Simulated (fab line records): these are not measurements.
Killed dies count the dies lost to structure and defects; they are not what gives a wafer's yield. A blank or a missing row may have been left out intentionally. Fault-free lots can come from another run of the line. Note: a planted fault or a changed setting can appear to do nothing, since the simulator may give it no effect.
A single fault, viewed from 2 desks | flow sky130 | only its own numbers are on each desk; what lay behind them is given at the end

## METROLOGY DESK
What the gauges read for every lot (on any tool): the sampled wafers with a number, averaged. If a lot's mean is further than 4 standard deviations from the usual mean, the lot is out of limits and carries the mark OUT (the distance appears in the brackets).
Columns: A = VT_ADJUST_NCORE_OVL at SKY_VT_ADJUST_NCORE_OVL_MEAS_08, usual -0.3 nm; B = LDD_HVN_TW at SKY_LDD_HVN_TW_MEAS_10, usual 1439
lot  | first seen here | A    | B
L292 | day 9 07:06     | -0.3 | 1451
L294 | day 9 17:15     | -1.2 | 1446
L296 | day 10 13:53    | -0.2 | 1446
L298 | day 10 23:32    | -0.4 | 1434
L299 | day 11 06:32    | -1.5 | 1436
L300 | day 11 14:52    | 0.2  | 1451
L301 | day 11 19:26    | 1.4  | 1420
L302 | day 12 02:34    | -2.0 | 1437
L306 | day 13 09:56    | -0.4 | 1160 (-28) OUT
L307 | day 13 15:39    | -1.1 | 1153 (-29) OUT
L308 | day 14 00:55    | -0.2 | 1439
L313 | day 15 14:52    | 0.3  | 1434
This desk's result: L306, L307 out of limits, first on L306 (LDD_HVN_TW at SKY_LDD_HVN_TW_MEAS_10), day 26 05:43. L292, L294, L296, L298, L299, L300, L301, L302, L308, L313: within limits.

## THE TOOL OWNER'S DESK: implanter-04
For each lot that ran on this tool, the mean over its sampled wafers that have a number, from the tool's own readings at SKY_LDD_HVN_IMPLANT_08. If a lot's mean is further than 4 standard deviations from the usual mean, the lot is out of limits and carries the mark OUT (the distance appears in the brackets).
Columns: A = dose ions cm2 at SKY_LDD_HVN_IMPLANT_08, usual 3e+13; B = faraday current uA at SKY_LDD_HVN_IMPLANT_08, usual 169
lot  | first seen here | A                       | B
L292 | day 21 00:59    | 3e+13                   | 166
L296 | day 22 23:25    | 3e+13                   | 170
L301 | day 25 10:14    | 3e+13                   | 172
L302 | day 25 11:50    | 3e+13                   | 169
L306 | day 26 05:28    | 1e+13 (-99 or more) OUT | 83 (-25) OUT
L307 | day 27 02:49    | 1e+13 (-99 or more) OUT | 84 (-24) OUT
This desk's finding: out of limits on L306, L307; first on L306, day 26 05:28 (dose ions cm2 at SKY_LDD_HVN_IMPLANT_08). L292, L296, L301, L302: within limits.

## TAKEN TOGETHER
An alarm could have come from the tool owner's desk at day 26 05:28, on L306, L307.
An alarm was possible from the metrology desk at day 26 05:43, on L306, L307.
Of the lots named, all ran SKY_LDD_HVN_IMPLANT_08 on implanter-04.

## WHAT THE SIMULATOR HAD INSERTED
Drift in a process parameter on implanter-04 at SKY_LDD_HVN_IMPLANT_08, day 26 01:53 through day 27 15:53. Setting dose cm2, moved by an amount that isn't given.
Struck lots among those shown: L306, L307.
Counting hours from when the fault started, the first reading out of limits came at 4 for the tool owner's desk and at 4 for the metrology desk.
